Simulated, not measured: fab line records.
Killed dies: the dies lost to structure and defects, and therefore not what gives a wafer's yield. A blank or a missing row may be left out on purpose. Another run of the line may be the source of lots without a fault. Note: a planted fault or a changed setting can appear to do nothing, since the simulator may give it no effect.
Matching of chambers    flow sky130    SKY_VIA4_CMP_02 on cmp-02 has 4 sister chambers
The step polishes SiO2. 30 wafers are shown with their chamber, then 12 later ones without.

== EACH WAFER AND ITS CHAMBER ==
wafer   chamber  motorCurrentA (A)
L074.1  3        13.7
L074.4  2        9.7
L074.5  0        12.2
L074.2  1        11.2
L074.3  0        11.6
L074.6  3        13.9
L077.4  1        11.0
L077.5  0        12.1
L077.6  1        11.0
L078.1  3        14.8
L078.2  2        9.7
L078.3  1        11.4
L079.1  2        9.8
L079.2  1        11.0
L079.3  0        11.3
L079.4  3        14.4
L079.5  1        10.9
L079.6  0        11.1
L080.1  3        14.0
L080.3  2        10.2
L080.6  0        12.1
L081.3  0        11.5
L081.4  2        9.8
L081.5  0        11.8
L082.1  0        12.3
L082.3  2        10.1
L082.6  3        14.4
L085.3  3        14.6
L085.4  1        10.7
L085.6  3        14.5

SIGNATURES (averages over the wafers above)
reading        chamber 0  chamber 1  chamber 2  chamber 3  scatter within a chamber
motorCurrentA  11.778     11.029     9.883      14.287     0.339
Rule: a wafer's distance from a chamber is the root of the sum, over the readings, of the square of ((its reading less the chamber's mean) divided by the reading's scatter). If the next closest chamber is less than 2 further off than the closest, the wafer can't be placed; otherwise it belongs to the closest. The scatter: take each reading less its chamber's mean, square it, sum over the shown wafers, divide by the number of wafers less the number of chambers, and take the root.

== WAFERS MISSING THEIR CHAMBER ==
wafer   motorCurrentA (A)
L089.1  10.1
L089.5  14.0
L089.6  10.6
L090.2  11.6
L090.3  10.3
L090.4  14.2
L092.1  14.5
L092.3  9.8
L092.6  13.9
L097.2  14.1
L097.4  11.0
L097.6  14.9

== WHICH CHAMBER EACH ONE RAN IN ==
wafer   from the rows above      in truth
L089.1  2                        2
L089.5  3                        3
L089.6  can't be placed: 1 or 2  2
L090.2  can't be placed: 0 or 1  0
L090.3  can't be placed: 2 or 1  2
L090.4  3                        3
L092.1  3                        3
L092.3  2                        2
L092.6  3                        3
L097.2  3                        3
L097.4  1                        1
L097.6  3                        3
Placed correctly: 9 of 12. From these rows, 3 cannot be placed; in 3 the true chamber is one of the candidates. 0 placed wrongly.
